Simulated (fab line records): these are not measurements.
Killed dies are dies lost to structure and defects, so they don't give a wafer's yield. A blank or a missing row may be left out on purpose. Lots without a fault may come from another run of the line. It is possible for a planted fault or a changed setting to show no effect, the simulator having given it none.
Which tool is to blame?	flow sky130	Sampling: 14 lots, 42 wafers, 6 of 708 route steps

WHAT THE GAUGES SHOWED, per wafer
SKY_SONOS_ONO_CD_MEAS_13: target cd 410 nm. Usual: 410.5 nm for cd_nm, sd 2.1.
lot	measured	on	cd_nm (nm)	flag
L882	day 13 01:31	cd_sem-02	412.1 410.7 410.9	
L884	day 13 11:13	cd_sem-01	410.4 410.4 409.7	
L885	day 14 01:43	cd_sem-01	412.1 414.5 411.8	
L889	day 17 01:11	cd_sem-01	411.6 410.9 413.7	
L893	day 17 22:44	cd_sem-02	412.0 410.8 413.2	
L895	day 18 13:49	cd_sem-01	408.3 411.0 410.3	
L897	day 18 19:41	cd_sem-01	413.3 413.6 412.4	
L896	day 18 19:56	cd_sem-02	413.7 412.2 411.5	
L899	day 19 10:40	cd_sem-01	407.2 406.1 406.1	
L898	day 19 10:55	cd_sem-01	413.4 412.3 413.8	
L901	day 19 18:55	cd_sem-02	408.3 408.7 408.6	
L903	day 20 03:00	cd_sem-02	406.6 408.6 407.3	
L902	day 20 06:33	cd_sem-01	411.1 408.4 412.4	
L904	day 20 15:37	cd_sem-02	409.7 411.5 409.3	

SKY_GATE_OXIDE_TW_MEAS_14. Usual: GATE_OXIDE_TW typically reads 223.2, with standard deviation 1.2.
lot	measured	on	GATE_OXIDE_TW	flag
L882	day 14 05:49	film_metro-04	222.2 223.9 222.5	
L884	day 14 15:38	film_metro-04	222.6 221.9 223.4	
L885	day 15 07:13	film_metro-01	221.6 222.2 222.4	
L889	day 18 10:20	film_metro-01	224.0 222.4 222.7	
L893	day 19 07:31	film_metro-04	223.2 222.8 223.6	
L895	day 19 23:14	film_metro-04	222.5 223.0 225.2	
L897	day 20 05:14	film_metro-01	224.1 222.9 223.6	
L896	day 20 05:40	film_metro-04	222.3 220.6 222.3	
L899	day 20 19:37	film_metro-04	221.7 222.8 222.0	
L898	day 20 20:55	film_metro-04	223.0 222.5 223.1	
L901	day 21 04:08	film_metro-01	224.6 223.9 222.9	
L903	day 21 11:45	film_metro-04	221.6 222.1 223.4	
L902	day 21 16:38	film_metro-04	222.1 222.6 222.5	
L904	day 21 23:34	film_metro-01	223.4 224.1 224.0	

SKY_SD_P_TW_MEAS_11. Usual: SD_P_TW typically reads 2810, with standard deviation 15.
lot	measured	on	SD_P_TW	flag
L882	day 25 22:00	film_metro-03	2807 2787 2800	
L884	day 26 11:25	film_metro-01	2820 2802 2843	
L885	day 26 19:27	film_metro-01	2828 2820 2821	
L895	day 31 10:33	film_metro-03	2790 2775 2784	
L897	day 31 17:42	film_metro-02	2814 2832 2821	
L896	day 31 18:46	film_metro-01	2800 2804 2813	
L899	day 32 02:53	film_metro-01	2811 2816 2804	
L898	day 32 04:37	film_metro-01	2826 2816 2801	
L901	day 32 11:19	film_metro-02	2828 2803 2802	
L903	day 32 19:51	film_metro-01	2809 2816 2811	
L902	day 32 22:11	film_metro-02	2800 2810 2810	
L904	day 33 07:22	film_metro-02	2836 2830 2842	

EACH LOT AND THE TOOL THAT RAN IT (in order: tool; ch and the chambers of the sampled wafers; start)
lot	SKY_POLY_CUT_ETCH_10	SKY_POLY_CUT_ETCH_11	SKY_POLY_CUT_STRIP_12
L882	rie_diel-03 ch 2,3, day 24 15:27	rie_diel-03 ch 2,3, day 24 15:29	plasma_asher-03 ch 1, day 24 15:32
L884	rie_diel-02 ch 1,3, day 25 05:29	rie_diel-02 ch 1,3, day 25 05:32	plasma_asher-04 ch 1, day 25 05:34
L885	rie_diel-02 ch 2,3, day 25 14:29	rie_diel-02 ch 2,3, day 25 14:32	plasma_asher-03 ch 0,1, day 25 14:34
L889	rie_diel-03 ch 0,1,3, day 28 23:31	rie_diel-03 ch 0,1,3, day 28 23:34	plasma_asher-02 ch 0,1, day 28 23:37
L893	rie_diel-02 ch 1,2, day 29 14:53	rie_diel-02 ch 1,2, day 29 14:56	plasma_asher-03 ch 0,1, day 29 14:58
L895	rie_diel-04 ch 0,1,3, day 30 06:43	rie_diel-04 ch 0,1,3, day 30 06:46	plasma_asher-02 ch 0,1, day 30 06:49
L897	rie_diel-04 ch 0,1,3, day 30 12:57	rie_diel-04 ch 0,1,3, day 30 12:59	plasma_asher-03 ch 0,1, day 30 13:04
L896	rie_diel-03 ch 0,1,2, day 30 14:31	rie_diel-03 ch 0,1,2, day 30 14:34	plasma_asher-02 ch 0,1, day 30 14:37
L899	rie_diel-03 ch 0,2,3, day 30 23:02	rie_diel-03 ch 0,2,3, day 30 23:05	plasma_asher-03 ch 0,1, day 30 23:07
L898	rie_diel-03 ch 0,1,2, day 31 01:46	rie_diel-03 ch 0,1,2, day 31 01:49	plasma_asher-03 ch 0,1, day 31 01:52
L901	rie_diel-04 ch 1,2,3, day 31 07:38	rie_diel-04 ch 1,2,3, day 31 07:41	plasma_asher-03 ch 0, day 31 07:43
L903	rie_diel-03 ch 0,2,3, day 31 15:58	rie_diel-03 ch 0,2,3, day 31 16:01	plasma_asher-03 ch 0,1, day 31 16:05
L902	rie_diel-02 ch 0,1, day 31 19:07	rie_diel-02 ch 0,1, day 31 19:10	plasma_asher-02 ch 0,1, day 31 19:13
L904	rie_diel-02 ch 2,3, day 32 04:02	rie_diel-02 ch 2,3, day 32 04:05	plasma_asher-02 ch 0,1, day 32 04:07
- SKY_POLY_CUT_ETCH_10: etches BARC in N2/H2, stops on SiO2, time 45.9 s, target depth 60 nm.
- SKY_POLY_CUT_ETCH_11: etches Si3N4 in CF4/CH2F2/Ar, stops on poly-Si, time 42.5 s, target depth 60 nm.
- SKY_POLY_CUT_STRIP_12: strips in O2/N2.

AS READ BY THE TOOLS THEMSELVES (means over the sampled wafers that have a number; for cases with no such wafer, the mark the record gives instead)
SKY_POLY_CUT_ETCH_10. Usual: bias_w 100.0 W, standard deviation 0.3; chamber_pressure_mTorr 29.999 mTorr, standard deviation 0.028; drypump_motor_current_A 5.7 A, standard deviation 0.41; oes_product_au 0.854 a.u., standard deviation 0.0049; throttle_valve_pct 13.225 %, standard deviation 0.009.
lot	tool	bias_w (W)	chamber_pressure_mTorr (mTorr)	drypump_motor_current_A (A)	oes_product_au (a.u.)	throttle_valve_pct (%)	flag
L882	rie_diel-03	99.9	30.001	5.8	0.859	13.220	
L884	rie_diel-02	99.9	29.974	6.2	0.857	13.220	
L885	rie_diel-02	99.9	30.017	6.1	0.850	13.220	
L889	rie_diel-03	-	-	-	-	-	OFF
L893	rie_diel-02	-	-	-	-	-	OFF
L895	rie_diel-04	99.7	30.020	5.9	0.854	13.228	
L897	rie_diel-04	100.1	30.007	5.9	0.855	13.213	
L896	rie_diel-03	100.0	29.970	5.4	0.851	13.228	
L899	rie_diel-03	100.2	30.013	5.6	0.856	13.231	
L898	rie_diel-03	100.1	29.998	5.4	0.856	13.227	
L901	rie_diel-04	100.5	29.975	5.5	0.856	13.235	
L903	rie_diel-03	99.8	30.010	5.6	0.857	13.223	
L902	rie_diel-02	100.0	29.985	5.9	0.858	13.228	
L904	rie_diel-02	99.9	29.995	6.2	0.854	13.230	

SKY_POLY_CUT_ETCH_11. Usual: bias_w 150.1 W, standard deviation 0.45; cf4_flow_sccm 40.00 sccm, standard deviation 0.12; drypump_motor_current_A 5.7 A, standard deviation 0.41; oes_product_au 0.823 a.u., standard deviation 0.0065; throttle_valve_pct 14.995 %, standard deviation 0.0085.
lot	tool	bias_w (W)	cf4_flow_sccm (sccm)	drypump_motor_current_A (A)	oes_product_au (a.u.)	throttle_valve_pct (%)	flag
L882	rie_diel-03	149.9	39.93	5.8	0.814	14.999	
L884	rie_diel-02	150.0	39.95	6.2	0.828	14.996	
L885	rie_diel-02	150.2	40.05	6.1	0.813	14.998	
L889	rie_diel-03	149.9	39.93	5.4	0.377	14.956	OFF
L893	rie_diel-02	150.3	39.86	6.1	0.367	14.951	OFF
L895	rie_diel-04	150.4	40.12	5.9	0.821	15.005	
L897	rie_diel-04	150.7	40.07	5.9	0.822	14.997	
L896	rie_diel-03	149.8	40.03	5.4	0.820	15.002	
L899	rie_diel-03	150.1	40.15	5.6	0.824	14.995	
L898	rie_diel-03	149.6	39.91	5.4	0.822	14.997	
L901	rie_diel-04	150.1	40.02	5.6	0.822	14.991	
L903	rie_diel-03	149.9	40.01	5.6	0.826	14.995	
L902	rie_diel-02	150.7	39.99	5.9	0.829	14.995	
L904	rie_diel-02	150.5	39.99	6.2	0.816	14.994	

SKY_POLY_CUT_STRIP_12. Usual: drypump_motor_current_A 5.7 A, standard deviation 0.47; oes_product_au 0.452 a.u., standard deviation 0.0047; strip_time_to_endpoint_s 5.356 s, standard deviation 0.02.
lot	tool	drypump_motor_current_A (A)	oes_product_au (a.u.)	strip_time_to_endpoint_s (s)	flag
L882	plasma_asher-03	6.3	0.452	5.370	
L884	plasma_asher-04	5.2	0.451	5.332	
L885	plasma_asher-03	5.9	0.456	5.375	
L889	plasma_asher-02	5.5	0.461	5.649	OFF
L893	plasma_asher-03	5.6	0.464	5.646	OFF
L895	plasma_asher-02	5.8	0.451	5.334	
L897	plasma_asher-03	5.6	0.453	5.362	
L896	plasma_asher-02	5.8	0.448	5.350	
L899	plasma_asher-03	5.9	0.454	5.363	
L898	plasma_asher-03	5.9	0.451	5.325	
L901	plasma_asher-03	5.2	0.451	5.364	
L903	plasma_asher-03	6.0	0.454	5.349	
L902	plasma_asher-02	5.8	0.453	5.374	
L904	plasma_asher-02	5.8	0.454	5.333	

THE ANSWER, worked out from the rows above alone
Rule: lot off if the mean of its wafers having a number is beyond 3 standard deviations from the usual mean. Also off: a lot with no number at a reading for which 4 or more lots have one. Where the step has rows for the other lots, those lots are counted as sound. After the gauges, taken in route order, come the tools' own readings; for these a lot's mean is taken, as printed above. The first step at which some lot is off is used, and at that step the reading that is off furthest; a lot without a number counts as furthest.
Off at SKY_POLY_CUT_ETCH_10 (bias_w): L889, L893. Without a number there: L889, L893.
If a tool, at that step or one of the process steps before it, ran each lot that is off and ran no sound lot following the first of them, it fits. No candidate that was tried fits.

WHAT THE SIMULATOR HAD PUT IN
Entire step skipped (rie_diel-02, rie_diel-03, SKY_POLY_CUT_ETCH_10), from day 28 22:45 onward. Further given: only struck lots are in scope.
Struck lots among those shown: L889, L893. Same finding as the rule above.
